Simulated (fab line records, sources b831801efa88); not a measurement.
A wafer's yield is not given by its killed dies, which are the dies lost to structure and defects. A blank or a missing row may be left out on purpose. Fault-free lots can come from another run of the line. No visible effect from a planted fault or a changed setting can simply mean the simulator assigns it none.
The tool behind it: which one? | flow gf180mcu | 11 lots with 33 wafers sampled at 4 steps, on a route of 602 steps

WHAT EACH GAUGE READ, for each wafer
GF_M5_OVL_MEAS_08.
lot  | measured     | on         | M5_OVL (nm)
L691 | day 26 09:59 | overlay-02 | 1 0 1
L693 | day 27 06:43 | overlay-02 | -1 -3 1
L696 | day 28 08:51 | overlay-01 | -3 -7 -2
L697 | day 29 01:59 | overlay-01 | 10 1 15
L698 | day 29 04:09 | overlay-01 | 2 0 0
L700 | day 29 18:04 | overlay-02 | -6 -6 -8
L701 | day 29 23:29 | overlay-01 | 1 4 -8
L703 | day 30 07:06 | overlay-02 | -4 -1 10
L704 | day 30 11:20 | overlay-01 | 3 0 -6
L712 | day 32 16:00 | overlay-02 | -3 3 -4
L714 | day 33 00:00 | overlay-01 | 3 7 7

WHAT TOOL EACH LOT RAN ON (gives the tool, then ch and the chambers of the sampled wafers, and finally the start)
lot  | GF_MIM_SPUTTER_00           | GF_MIM_STRIP_20                     | GF_M5_COAT_02
L691 | pvdSputter-03, day 24 14:35 | plasmaAsher-04 ch 0,1, day 25 12:33 | lithoTrack-03 ch 0, day 25 22:50
L693 | pvdSputter-03, day 25 11:50 | plasmaAsher-01 ch 0,1, day 26 09:27 | lithoTrack-03 ch 0, day 26 20:05
L696 | pvdSputter-03, day 26 15:11 | plasmaAsher-04 ch 0,1, day 27 12:00 | lithoTrack-04 ch 0, day 27 22:26
L697 | pvdSputter-01, day 27 10:35 | plasmaAsher-04 ch 0,1, day 28 06:45 | lithoTrack-04 ch 0, day 28 16:29
L698 | pvdSputter-01, day 27 11:37 | plasmaAsher-04 ch 0,1, day 28 08:34 | lithoTrack-03 ch 0, day 28 18:17
L700 | pvdSputter-03, day 28 02:37 | plasmaAsher-02 ch 0, day 28 22:08   | lithoTrack-03 ch 0, day 29 08:24
L701 | pvdSputter-01, day 28 08:50 | plasmaAsher-04 ch 0,1, day 29 04:04 | lithoTrack-03 ch 0, day 29 13:36
L703 | pvdSputter-04, day 28 17:06 | plasmaAsher-02 ch 0,1, day 29 12:07 | lithoTrack-04 ch 0, day 29 21:19
L704 | pvdSputter-03, day 28 21:08 | plasmaAsher-02 ch 0,1, day 29 16:38 | lithoTrack-02 ch 0, day 30 02:01
L712 | pvdSputter-04, day 31 05:20 | plasmaAsher-01 ch 0,1, day 31 22:57 | lithoTrack-03 ch 0, day 32 07:11
L714 | pvdSputter-03, day 31 13:14 | plasmaAsher-04 ch 0,1, day 32 06:58 | lithoTrack-04 ch 0, day 32 15:44
- GF_MIM_SPUTTER_00: material Ti, target thk 37.5 nm, time 150 s.
- GF_MIM_STRIP_20: strips in O2/N2.
- GF_M5_COAT_02: resist thk 1000 nm.

THE ANSWER, worked out from the rows above alone
Rule: usual is defined by the lots themselves. The widest of any qualifying gaps counts: lots, ordered by their means at a reading, are off when they make up no more than a third of the lots, leave a main group of 4 or more, and stand apart from it by 3 or more times the standard deviation of that group's means. If all means in a main group match to the digits the tables above print for the reading, that group is not used. Also off: a lot with no number at a reading for which 4 or more lots have one. Any other lot the step has rows for is counted as sound.
No lot is off at any reading shown: from this, nothing can be told.

WHAT WAS PUT IN BY THE SIMULATOR
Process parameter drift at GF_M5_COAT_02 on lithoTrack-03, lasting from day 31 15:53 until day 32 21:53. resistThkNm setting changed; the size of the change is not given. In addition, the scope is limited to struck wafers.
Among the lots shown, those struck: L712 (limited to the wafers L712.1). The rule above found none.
